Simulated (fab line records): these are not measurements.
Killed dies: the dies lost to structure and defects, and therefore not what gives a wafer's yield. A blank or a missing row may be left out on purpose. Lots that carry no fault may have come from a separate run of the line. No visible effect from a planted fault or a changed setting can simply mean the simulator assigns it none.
Problem report, 8D (eight disciplines) form, completed by code -- flow sky130 -- the parts of the form that need people (team, actions taken, sign-off) are left out

== 1. PROBLEM STATEMENT ==
Wafers free of any fault read 564 nm (standard deviation 5.7) for CONTACT_HDPCVD_THK at SKY_CONTACT_THK_MEAS_03, against a mean of 456 nm on 9 wafers of 3 lots. That puts it -19 standard deviations away from the usual mean.
Seen first at day 34 04:59 on film_metro-03, wafer L578.2. The record holds 38 wafers of 13 lots with a number at this step. By rule, "out" or "out of limits" means more than 4 standard deviations away from the usual mean. The rest of the wafers with a number are treated as sound.

== 2. WHAT IT IS; WHAT IT IS NOT ==
question,is,is not
which readings at this step,CONTACT_HDPCVD_THK,-
which lots,"L578, L580, L581","L568, L573, L574, L576, L582, L585, L587, L588, L589, L591"
which wafers of those lots,all that have a number,-
read on which gauges,"film_metro-02, film_metro-03",film_metro-01
when,from day 34 04:59,"up to then (12 sound wafers); but 17 sound wafers of L582, L585, L587, L588, L589, L591 came after"

== 3. WHAT RULES OUT EACH SUSPECT ==
Counting: a tool stays on the suspect list if, at a process step up to the reading, it processed all lots that are out and no sound lot following the first of them.
- ruled out: the gauge at SKY_CONTACT_THK_MEAS_03. 2 gauges (film_metro-02, film_metro-03) read the wafers that are out.
- hdpcvd-01 at SKY_CONTACT_HDPCVD_02 (deposits SiO2, target thk 565 nm, time 94.2 s): ruled out as a lasting fault. The sound lots L589, L591 went through it after L578, its earliest lot that is out (day 34 04:54).
Left after counting: nothing in the record.

== 4. THE CAUSE (what the simulator had put in) ==
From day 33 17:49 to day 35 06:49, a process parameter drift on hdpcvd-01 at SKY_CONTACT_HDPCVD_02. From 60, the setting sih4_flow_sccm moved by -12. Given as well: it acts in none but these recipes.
It was ruled out by counting, in error; the rule expects a fault to strike all lots run on its tool from its start on, and this fault did not.

== 5. SEQUENCE OF EFFECTS, ordered by route ==
Each row: a reading where the mean over the struck wafers with a number is more than 3 standard deviations away from the usual. Only readings for which the record gives a usual standard deviation are gone through. hours: the time from each lot's start at the first step in this table that gives one to its start at this step, as a median over the lots. sigmas: the change in usual standard deviations.
hours,step,reading,usual,on struck wafers,change,sigmas
0,SKY_CONTACT_HDPCVD_02,sih4_flow_sccm,60.02 sccm,48.15,-11.87,-66
0,SKY_CONTACT_THK_MEAS_03,CONTACT_HDPCVD_THK,564 nm,456,-108,-19
0,SKY_CONTACT_CMP_04,time_to_endpoint_s,84 s,45,-39,-8.1
The process steps in it:
- SKY_CONTACT_HDPCVD_02: deposits SiO2, target thk 565 nm, time 94.2 s.
- SKY_CONTACT_CMP_04: polishes SiO2.
Later steps that measure or inspect, where all struck wafers having a row at the step show a number for every such reading and not one has moved that far: SKY_CONTACT_BOW_MEAS_05.

== 6. HOW IT WOULD HAVE BEEN CAUGHT EARLIER ==
In this record the first reading out of limits at a measuring or inspecting step was taken at day 34 04:59, 11 hours after the fault began at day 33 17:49.
The tool's own readings at SKY_CONTACT_HDPCVD_02 were out on every struck wafer that the step has a row for (sih4_flow_sccm): an alarm limit on them would have fired on the first of those.
